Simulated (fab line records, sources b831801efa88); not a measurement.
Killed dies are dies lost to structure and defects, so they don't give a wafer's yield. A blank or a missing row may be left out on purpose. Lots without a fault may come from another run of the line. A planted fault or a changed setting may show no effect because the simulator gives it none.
Chamber matching | flow gf180mcu | GF_V4_CMP_04 on cmp-02: 4 sister chambers
The step polishes SiO2. 8 wafers are shown with their chamber, then 7 later ones without.

WAFERS WITH THEIR CHAMBER
wafer  | chamber | motor_current_A (A) | time_to_endpoint_s (s)
L303.6 | 1       | 13.9                | 85
L315.2 | 0       | 11.7                | 72
L315.5 | 2       | 12.0                | 91
L316.2 | 3       | 12.0                | 85
L316.5 | 1       | 13.0                | 87
L316.6 | 2       | 11.8                | 92
L317.2 | 0       | 11.2                | 83
L317.4 | 3       | 11.5                | 85

WAFERS WITHOUT THEIR CHAMBER
wafer  | motor_current_A (A) | time_to_endpoint_s (s)
L317.6 | 11.5                | 89
L318.1 | 12.9                | 75
L318.3 | 11.1                | 77
L318.6 | 12.1                | 76
L319.4 | 12.0                | 87
L319.5 | 11.2                | 82
L319.6 | 12.5                | 79

WHICH CHAMBER EACH WENT THROUGH
wafer  | from the rows above               | in truth
L317.6 | can't be placed: 2 or 3 or 0      | 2
L318.1 | can't be placed: 1 or 0 or 3 or 2 | 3
L318.3 | can't be placed: 0 or 3           | 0
L318.6 | can't be placed: 0 or 3           | 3
L319.4 | can't be placed: 3 or 2 or 0      | 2
L319.5 | can't be placed: 0 or 3 or 2      | 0
L319.6 | can't be placed: 3 or 0 or 1 or 2 | 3
Placed correctly: 0 of 7. Can't be placed from these rows: 7 (the true chamber is among the candidates in 7). Placed wrongly: 0.
How it was worked out, from the rows above alone: a wafer's distance from a chamber is the root of the sum, over the readings, of the square of ((its reading less the chamber's mean) divided by the reading's scatter). The wafer belongs to the nearest chamber; if the next one is less than 2 further off, it can't be placed. A chamber's mean is the mean of its shown wafers. The scatter: the root of (the sum of the squares of (reading less its chamber's mean) over the shown wafers, divided by (wafers less chambers)).
